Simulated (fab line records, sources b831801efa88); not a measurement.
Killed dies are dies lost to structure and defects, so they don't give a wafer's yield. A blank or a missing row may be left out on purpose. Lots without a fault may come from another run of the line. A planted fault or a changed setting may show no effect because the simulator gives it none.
fab line records | flow sky130
record lots=16 wafers=48 last_day=50
route steps=708 shown POLY_GATE@227 SPACER@304 POLY_CUT@315 RES_XHIGH@341
lots that met no fault: from a run of the same line without faults
start_h: hours from the record's first day to the start of the lot's first wafer shown | wait_h: hours since the lot's step before | " the same as in the row above | L1.1+2: a row that stands for several wafers | - no value, or no start given | * or withheld: withheld | < > ~ a bound
route shown NAME@n: a module of which the file shows steps, and the number in the route of the first | usual: mean/standard deviation of fault-free wafers | same: alike in all rows | chamber/n: place in a boat | sites: the reading at each site | _std_site: their standard deviation | _edge_site: outer sites' mean less inner sites' | radius_mm: how far each site lies from the wafer's centre | mask NAME#n: copy n | behind: the tool/chamber that last shaped the wafer | hold: why the lot was held/for how many hours/how that ended | device: the transistor (n, p or np) that didn't switch | end of line: the same wafers' tests at the end of the route | a step without rows: its recipe alone | killed: dies lost to structure and defects at the first sort, not the wafer's yield | map: a wafer's dies, x killed, . not, _ none there
set.NAME: the setting as run; set.NAME@STEP: as run at that earlier step | model.NAME: the simulator's own value behind a step, which no gauge read
steps of the route over a sample of lots; a table a step, a row a wafer
services: from which hour (start_h, from the record's first day; less than 0 if before it) a tool's chamber was out of use, for how many hours, and why
## steps
# step SKY_POLY_GATE_CD_MEAS_13
# recipe target_cd_nm=150
# usual cd_nm=149.3/1.5
# columns lot.wafer tool chamber start_h wait_h cd_nm
L275.2 cd_sem-01 - 402.70 - 149.1
L275.3 " - " " 149.3
L275.4 " - " " 147.5
L273.1 cd_sem-02 - 402.91 - 149.9
L273.3 " - " " 148.2
L273.5 " - " " 148.4
L274.1 cd_sem-01 - 403.03 - 152.0
L274.2 " - " " 149.9
L274.3 " - " " 150.5
L276.2 cd_sem-02 - 408.65 - 150.0
L276.4 " - " " 150.7
L276.6 " - " " 150.7
L277.2 cd_sem-02 - 411.09 - 149.1
L277.3 " - " " 150.8
L277.5 " - " " 150.4
L280.1 cd_sem-02 - 426.98 - 153.3
L280.2 " - " " 152.5
L280.6 " - " " 151.7
L279.2 cd_sem-01 - 427.35 - 148.6
L279.4 " - " " 148.3
L279.5 " - " " 148.4
L282.1 cd_sem-01 - 448.26 - 150.4
L282.4 " - " " 151.4
L282.6 " - " " 150.1
L281.1 cd_sem-02 - 450.67 - 150.3
L281.4 " - " " 147.3
L281.6 " - " " 148.4
L284.1 cd_sem-01 - 481.37 - 147.7
L284.5 " - " " 148.0
L284.6 " - " " 147.9
L283.1 cd_sem-02 - 485.18 - 147.8
L283.2 " - " " 147.7
L283.6 " - " " 148.8
L285.1 cd_sem-02 - 491.52 - 148.3
L285.4 " - " " 148.5
L285.5 " - " " 148.0
L293.2 cd_sem-02 - 557.75 - 150.5
L293.4 " - " " 151.3
L293.5 " - " " 149.5
L294.3 cd_sem-01 - 558.06 - 149.5
L294.5 " - " " 149.5
L294.6 " - " " 150.1
L295.3 cd_sem-02 - 559.75 - 149.4
L295.5 " - " " 148.1
L295.6 " - " " 148.9
L296.2 cd_sem-02 - 567.55 - 151.9
L296.4 " - " " 150.9
L296.6 " - " " 151.0
# step SKY_SPACER_CVD_00
# recipe material=Si3N4 precursor=DCS/NH3 target_thk_nm=43.1 temp_c=770 time_s=740 pressure_mtorr=250
# usual spike_tc_bottom_C=786.9/2 spike_tc_centre_C=769.1/1 spike_tc_lower_C=770.5/1.1 spike_tc_top_C=784.8/1.2 spike_tc_upper_C=770.0/1.1 susceptor_temp_C=770.1/0.32
# columns lot.wafer tool chamber start_h wait_h spike_tc_bottom_C spike_tc_centre_C spike_tc_lower_C spike_tc_top_C spike_tc_upper_C susceptor_temp_C
L275.2 lpcvd-02 1 561.74 0.8 785.8 769.4 770.3 784.7 771.4 770.8
L275.3 " 1 " " 784.7 767.7 771.0 784.3 769.6 770.5
L275.4 " 1 " " 787.0 768.3 769.2 786.1 769.7 770.6
L273.1 lpcvd-02 0 563.99 1.3 789.1 769.0 770.4 783.1 769.1 769.9
L273.3 " 0 " " 787.4 769.3 770.9 784.5 771.6 769.8
L273.5 " 0 " " 789.1 767.9 769.7 782.7 769.0 769.4
L274.1 lpcvd-02 1 563.99 1.7 783.7 771.2 771.3 785.0 772.0 770.0
L274.2 " 1 " " 784.1 768.2 771.5 785.6 771.7 770.3
L274.3 " 1 " " 785.0 769.1 770.5 784.9 769.5 769.5
L277.2 lpcvd-02 0 568.14 0.5 787.1 768.8 770.1 786.0 770.1 769.9
L277.3 " 0 " " 789.5 766.9 770.4 784.7 768.6 769.9
L277.5 " 0 " " 787.5 768.9 770.2 785.3 767.8 769.9
L276.2 lpcvd-02 1 570.55 1.2 785.7 768.8 769.6 783.1 770.4 770.4
L276.4 " 1 " " 783.0 768.7 769.8 783.5 772.1 769.8
L276.6 " 1 " " 785.3 768.4 771.5 784.2 769.0 770.3
L279.2 lpcvd-02 1 583.76 0.3 786.1 768.2 771.8 784.4 772.5 770.2
L279.4 " 1 " " 786.1 768.4 769.5 784.9 769.3 770.6
L279.5 " 1 " " 785.5 767.6 769.8 783.9 769.5 770.3
L280.1 lpcvd-02 0 583.76 0.5 788.1 766.7 770.3 785.6 770.9 770.6
L280.2 " 0 " " 788.2 769.4 771.6 785.3 770.2 770.4
L280.6 " 0 " " 787.8 767.6 770.4 784.9 768.7 769.8
L282.1 lpcvd-02 0 602.88 0.0 787.3 766.3 771.2 787.0 770.5 769.9
L282.4 " 0 " " 789.2 767.5 770.9 787.2 767.8 770.2
L282.6 " 0 " " 788.4 769.3 770.3 786.0 771.5 770.4
L281.1 lpcvd-02 1 606.33 0.5 794.8 777.9 780.0 792.5 781.3 780.7
L281.4 " 1 " " 796.7 779.0 781.4 795.3 781.9 781.0
L281.6 " 1 " " 794.9 780.2 781.1 793.0 780.3 780.5
L284.1 lpcvd-02 0 633.73 0.7 797.8 780.9 781.4 796.4 780.4 780.3
L284.5 " 0 " " 798.0 780.8 782.1 794.9 780.3 781.0
L284.6 " 0 " " 800.3 780.0 782.1 794.4 780.9 781.2
L283.1 lpcvd-02 0 637.98 0.0 799.6 779.5 780.1 795.2 781.9 780.5
L283.2 " 0 " " 797.1 779.9 780.3 795.3 780.8 780.9
L283.6 " 0 " " 797.7 779.5 781.0 796.6 780.1 781.3
L285.1 lpcvd-02 0 646.02 1.7 800.0 779.2 779.6 793.7 781.6 780.9
L285.4 " 0 " " 798.8 778.4 779.5 794.8 783.2 780.8
L285.5 " 0 " " 800.2 777.6 783.8 797.9 780.2 780.8
L293.2 lpcvd-02 1 707.35 2.0 784.3 769.3 772.8 784.6 769.0 770.4
L293.4 " 1 " " 785.6 769.6 771.3 782.9 770.4 769.8
L293.5 " 1 " " 784.7 769.7 772.9 783.8 770.1 769.9
L294.3 lpcvd-02 1 707.35 2.1 784.3 768.3 769.8 785.7 770.9 769.9
L294.5 " 1 " " 786.7 768.8 769.3 784.8 768.9 770.4
L294.6 " 1 " " 785.2 768.9 771.2 782.1 768.3 769.6
L295.3 lpcvd-02 1 707.35 0.5 785.6 769.0 770.9 784.7 770.1 770.0
L295.5 " 1 " " 785.2 769.7 770.6 784.8 770.8 769.8
L295.6 " 1 " " 785.5 772.0 771.6 783.2 769.3 769.8
L296.2 lpcvd-02 1 713.97 0.0 786.2 768.3 768.6 786.8 770.3 769.8
L296.4 " 1 " " 784.3 769.7 770.3 783.8 771.2 770.2
L296.6 " 1 " " 787.5 770.5 771.2 783.1 769.7 770.6
# step SKY_SPACER_THK_MEAS_01
# recipe reads=Si3N4_of_SPACER_CVD_00
# usual SPACER_CVD_00_THK=42.8/0.47
# columns lot.wafer tool chamber start_h wait_h SPACER_CVD_00_THK[nm]
L275.2 film_metro-01 - 562.95 0.0 43.4
L275.3 " - " " 43.2
L275.4 " - " " 42.8
L273.1 film_metro-01 - 565.20 0.0 42.9
L273.3 " - " " 42.4
L273.5 " - " " 42.5
L274.1 film_metro-04 - 565.20 0.0 42.7
L274.2 " - " " 42.5
L274.3 " - " " 42.8
L277.2 film_metro-02 - 569.36 0.0 43.7
L277.3 " - " " 43.2
L277.5 " - " " 43.5
L276.2 film_metro-01 - 571.77 0.0 43.7
L276.4 " - " " 43.2
L276.6 " - " " 43.7
L280.1 film_metro-01 - 584.97 0.0 43.0
L280.2 " - " " 42.7
L280.6 " - " " 42.7
L279.2 film_metro-02 - 584.98 0.0 42.6
L279.4 " - " " 42.5
L279.5 " - " " 42.7
L282.1 film_metro-02 - 604.08 0.0 42.3
L282.4 " - " " 42.0
L282.6 " - " " 42.2
L281.1 film_metro-02 - 607.53 0.0 52.2
L281.4 " - " " 52.4
L281.6 " - " " 52.2
L284.1 film_metro-04 - 635.54 0.0 52.1
L284.5 " - " " 52.3
L284.6 " - " " 51.7
L283.1 film_metro-04 - 639.18 0.0 51.5
L283.2 " - " " 52.2
L283.6 " - " " 52.4
L285.1 film_metro-02 - 647.23 0.0 52.9
L285.4 " - " " 52.7
L285.5 " - " " 52.8
L294.3 film_metro-04 - 709.18 0.0 43.0
L294.5 " - " " 43.4
L294.6 " - " " 43.3
L295.3 film_metro-02 - 709.23 0.1 42.7
L295.5 " - " " 43.2
L295.6 " - " " 43.2
L293.2 film_metro-04 - 709.23 0.1 42.3
L293.4 " - " " 42.1
L293.5 " - " " 42.0
L296.2 film_metro-02 - 715.19 0.0 42.9
L296.4 " - " " 43.0
L296.6 " - " " 42.9
# step SKY_SPACER_ETCHBACK_02
# recipe chemistry=CH3F/O2 target=Si3N4 stop_on=SiO2 source_w=400 bias_w=80 pressure_mtorr=25 ch3f_flow_sccm=40 O2_flow_sccm=30 time_s=46.7 target_depth_a=450
# usual bias_w=80.01/0.26 ch3f_flow_sccm=40.01/0.12 drypump_motor_current_A=5.74/0.26 oes_product_au=0.851/0.0066 throttle_valve_pct=10.562/0.0095
# columns lot.wafer tool chamber start_h wait_h bias_w ch3f_flow_sccm drypump_motor_current_A oes_product_au rf_hours_counter_h throttle_valve_pct
L275.2 rie_diel-03 3 563.00 0.0 80.00 40.05 5.77 0.853 13 10.570
L275.3 " 1 " " 79.61 40.02 5.61 0.852 14 10.555
L275.4 " 2 " " 79.82 40.08 5.39 0.851 6 10.557
L273.1 rie_diel-03 0 565.26 0.1 80.30 40.12 5.66 0.848 18 10.545
L273.3 " 1 " " 79.89 40.21 5.60 0.847 14 10.577
L273.5 " 1 " " 79.78 40.08 5.58 0.852 - 10.565
L274.1 rie_diel-01 0 565.26 0.1 80.05 40.26 6.21 0.851 17 10.562
L274.2 " 3 " " 79.81 40.01 5.94 0.854 35 10.551
L274.3 " 2 " " 79.99 39.97 5.73 0.854 22 10.559
L277.2 rie_diel-01 2 569.41 0.0 80.09 40.10 5.72 0.863 22 10.573
L277.3 " 0 " " 80.09 39.99 6.19 0.855 17 10.588
L277.5 " 2 " " 79.94 40.05 5.71 0.861 - 10.560
L276.2 rie_diel-01 2 571.82 0.0 79.82 39.95 5.71 0.860 22 10.554
L276.4 " 0 " " 80.48 39.99 6.20 0.852 17 10.564
L276.6 " 3 " " 80.02 39.76 5.92 0.855 - 10.561
L279.2 rie_diel-01 3 585.03 0.0 80.15 39.90 5.92 0.843 35 10.550
L279.4 " 0 " " 79.77 39.89 6.24 0.851 18 10.564
L279.5 " 1 " " 80.27 39.90 5.62 0.854 - 10.570
L280.1 rie_diel-03 0 585.03 0.1 80.01 39.84 5.67 0.857 18 10.574
L280.2 " 3 " " 79.56 40.06 5.79 0.853 14 10.565
L280.6 " 3 " " 79.56 39.99 5.79 0.849 - 10.571
L282.1 rie_diel-01 2 604.14 0.1 80.34 40.16 5.71 0.844 22 10.569
L282.4 " 2 " " 80.09 40.16 5.71 0.840 - 10.546
L282.6 " 1 " " 80.08 40.23 5.59 0.848 - 10.555
L281.1 rie_diel-03 2 607.59 0.1 80.04 40.32 5.39 0.961 7 10.576
L281.4 " 1 " " 79.66 40.10 5.62 0.952 15 10.581
L281.6 " 3 " " 80.32 40.14 5.75 0.964 - 10.569
L284.1 rie_diel-03 0 635.60 0.1 80.34 39.96 5.66 0.959 19 10.572
L284.5 " 1 " " 80.05 40.03 5.60 0.945 - 10.569
L284.6 " 2 " " 80.32 39.85 5.40 0.947 - 10.585
L283.1 rie_diel-03 0 639.24 0.1 79.96 39.85 5.68 0.953 19 10.575
L283.2 " 3 " " 79.41 40.05 5.77 0.949 14 10.577
L283.6 " 3 " " 79.89 40.16 5.74 0.964 - 10.578
L285.1 rie_diel-03 2 647.29 0.1 79.49 39.95 5.42 0.959 8 10.579
L285.4 " 2 " " 79.83 40.02 5.39 0.962 - 10.569
L285.5 " 0 " " 79.86 40.10 5.67 0.967 - 10.578
L294.3 rie_diel-04 3 709.22 0.0 80.61 39.92 5.72 0.850 10 10.563
L294.5 " 3 " " 80.46 39.95 5.73 0.853 - 10.551
L294.6 " 2 " " 80.09 40.13 6.33 0.855 - 10.572
L295.3 rie_diel-01 0 709.27 0.0 80.04 40.05 6.21 0.853 20 10.567
L295.5 " 1 " " 80.40 40.08 5.59 0.855 - 10.565
L295.6 " 2 " " 79.73 40.07 5.70 0.856 - 10.572
L293.2 rie_diel-03 2 709.28 0.0 79.91 40.10 5.41 0.841 9 10.566
L293.4 " 1 " " 80.39 40.10 5.59 0.846 17 10.555
L293.5 " 0 " " 80.45 39.80 5.68 0.846 - 10.564
L296.2 rie_diel-01 0 715.24 0.0 79.77 39.89 6.19 0.850 21 10.575
L296.4 " 2 " " 79.49 40.06 5.70 0.845 25 10.575
L296.6 " 1 " " 80.26 39.93 5.59 0.862 - 10.560
# step SKY_POLY_CUT_CD_MEAS_08
# recipe target_cd_nm=270
# usual cd_nm=269.9/1.5
# columns lot.wafer tool chamber start_h wait_h cd_nm
L275.2 cd_sem-01 - 592.48 - 269.5
L275.3 " - " " 271.7
L275.4 " - " " 272.4
L274.1 cd_sem-02 - 594.67 - 270.1
L274.2 " - " " 269.1
L274.3 " - " " 269.5
L273.1 cd_sem-01 - 595.11 - 269.8
L273.3 " - " " 270.5
L273.5 " - " " 270.7
L277.2 cd_sem-02 - 598.73 - 271.0
L277.3 " - " " 270.8
L277.5 " - " " 272.4
L276.2 cd_sem-01 - 602.14 - 268.9
L276.4 " - " " 268.3
L276.6 " - " " 267.9
L279.2 cd_sem-02 - 613.78 - 269.4
L279.4 " - " " 268.0
L279.5 " - " " 266.7
L280.1 cd_sem-01 - 613.97 - 267.5
L280.2 " - " " 267.6
L280.6 " - " " 269.2
L282.1 cd_sem-01 - 632.86 - 269.9
L282.4 " - " " 270.1
L282.6 " - " " 271.2
L281.1 cd_sem-01 - 635.66 - 270.7
L281.4 " - " " 270.6
L281.6 " - " " 271.5
L284.1 cd_sem-01 - 664.16 - 270.5
L284.5 " - " " 269.8
L284.6 " - " " 269.8
L283.1 cd_sem-01 - 667.62 - 272.3
L283.2 " - " " 271.9
L283.6 " - " " 270.9
L285.1 cd_sem-02 - 675.67 - 272.7
L285.4 " - " " 273.4
L285.5 " - " " 273.0
L294.3 cd_sem-02 - 736.15 - 271.3
L294.5 " - " " 269.5
L294.6 " - " " 270.9
L295.3 cd_sem-01 - 737.10 - 270.8
L295.5 " - " " 271.5
L295.6 " - " " 272.5
L293.2 cd_sem-02 - 737.19 - 268.7
L293.4 " - " " 269.2
L293.5 " - " " 269.7
L296.2 cd_sem-01 - 741.59 - 270.5
L296.4 " - " " 268.4
L296.6 " - " " 269.2
# step SKY_RES_XHIGH_TW_MEAS_09
# usual RES_XHIGH_TW=1633/12
# columns lot.wafer tool chamber start_h wait_h RES_XHIGH_TW
L275.2 film_metro-01 - 650.03 0.1 1635
L275.3 " - " " 1646
L275.4 " - " " 1636
L274.1 film_metro-01 - 651.88 0.1 1638
L274.2 " - " " 1646
L274.3 " - " " 1650
L273.1 film_metro-04 - 652.53 0.1 1604
L273.3 " - " " 1609
L273.5 " - " " 1613
L277.2 film_metro-03 - 655.67 0.1 1640
L277.3 " - " " 1632
L277.5 " - " " 1636
L276.2 film_metro-01 - 657.83 0.1 1633
L276.4 " - " " 1647
L276.6 " - " " 1638
L279.2 film_metro-04 - 670.38 0.1 1616
L279.4 " - " " 1616
L279.5 " - " " 1608
L280.1 film_metro-01 - 670.86 0.1 1642
L280.2 " - " " 1637
L280.6 " - " " 1642
L282.1 film_metro-01 - 690.16 0.1 1634
L282.4 " - " " 1641
L282.6 " - " " 1634
L281.1 film_metro-03 - 692.92 0.1 1627
L281.4 " - " " 1635
L281.6 " - " " 1635
L284.1 film_metro-01 - 719.93 0.1 1638
L284.5 " - " " 1638
L284.6 " - " " 1644
L283.1 film_metro-04 - 722.62 0.1 1609
L283.2 " - " " 1624
L283.6 " - " " 1612
L285.1 film_metro-01 - 731.36 0.1 1650
L285.4 " - " " 1646
L285.5 " - " " 1650
L294.3 film_metro-01 - 790.90 0.1 1652
L294.5 " - " " 1654
L294.6 " - " " 1644
L295.3 film_metro-01 - 791.80 0.1 1645
L295.5 " - " " 1637
L295.6 " - " " 1638
L293.2 film_metro-03 - 792.02 0.1 1634
L293.4 " - " " 1640
L293.5 " - " " 1626
L296.2 film_metro-03 - 795.57 0.1 1626
L296.4 " - " " 1636
L296.6 " - " " 1633
## services
# columns tool chamber start_h hours kind
lpcvd-02 - 541.99 0.8 repair
rie_diel-04 0 550.24 1.2 repair
rie_diel-04 2 575.81 6.3 repair
rie_diel-03 1 583.44 10.1 repair
rie_diel-03 3 588.05 16.3 repair
rie_diel-03 0 591.32 7.5 repair
rie_diel-04 2 596.84 4.8 repair
rie_diel-04 0 598.97 8.0 repair
rie_diel-01 0 599.41 6.5 repair
rie_diel-04 0 606.97 - clean
rie_diel-04 0 606.97 19.1 scheduled_down
rie_diel-04 0 606.97 19.1 vent_cycle
lpcvd-02 - 616.72 14.6 pm
rie_diel-04 0 631.77 2.0 repair
rie_diel-04 1 631.81 9.6 repair
rie_diel-03 0 642.48 4.2 repair
rie_diel-03 3 645.35 2.8 repair
rie_diel-04 3 647.40 9.4 repair
rie_diel-04 - 648.40 0.2 repair
rie_diel-03 3 654.98 14.0 repair
lpcvd-02 - 691.73 2.8 pm
lpcvd-02 - 704.61 0.2 repair
## key
first_sign step=SKY_SPACER_CVD_00 reading=susceptor_temp_C direction=up sigmas=33 usual=* struck=*
effect step=SKY_SPACER_CVD_00 reading=spike_tc_centre_C direction=up sigmas=10 usual=769.1 struck=779.4
effect step=SKY_SPACER_THK_MEAS_01 reading=SPACER_CVD_00_THK direction=up sigmas=20 usual=42.8 struck=52.3
effect step=SKY_SPACER_ETCHBACK_02 reading=oes_product_au direction=up sigmas=16 usual=0.851 struck=0.957
met_at SKY_SPACER_CVD_00
struck_lots L281,L283,L284,L285
sort_left_out L281.1,L281.4,L281.6,L283.1,L283.2,L283.6,L284.1,L284.5,L284.6,L285.1,L285.4,L285.5
tester_left_out L281,L283,L284,L285
not_acting_at SKY_POLY_GATE_CD_MEAS_13,SKY_POLY_CUT_CD_MEAS_08,SKY_RES_XHIGH_TW_MEAS_09
onset_between 602.88 606.33
fault kind=process_parameter_drift tool=lpcvd-02 chamber=- onset_h=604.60 steps=SKY_SPACER_CVD_00 channel=temp_c offset=* shape=step end_h=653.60 acts_in=* stated=*
# tester_left_out: of these lots the tester's yield and bins aren't shown, on N5 and GAA mostly nor the transistor test; their killed dies are dies lost to structure and defects alone, not to doping, threshold or leakage, so they don't give the yield
# sort_left_out: the simulated sort isn't trusted on such a fault, so these wafers' sort isn't shown, and their yield isn't known
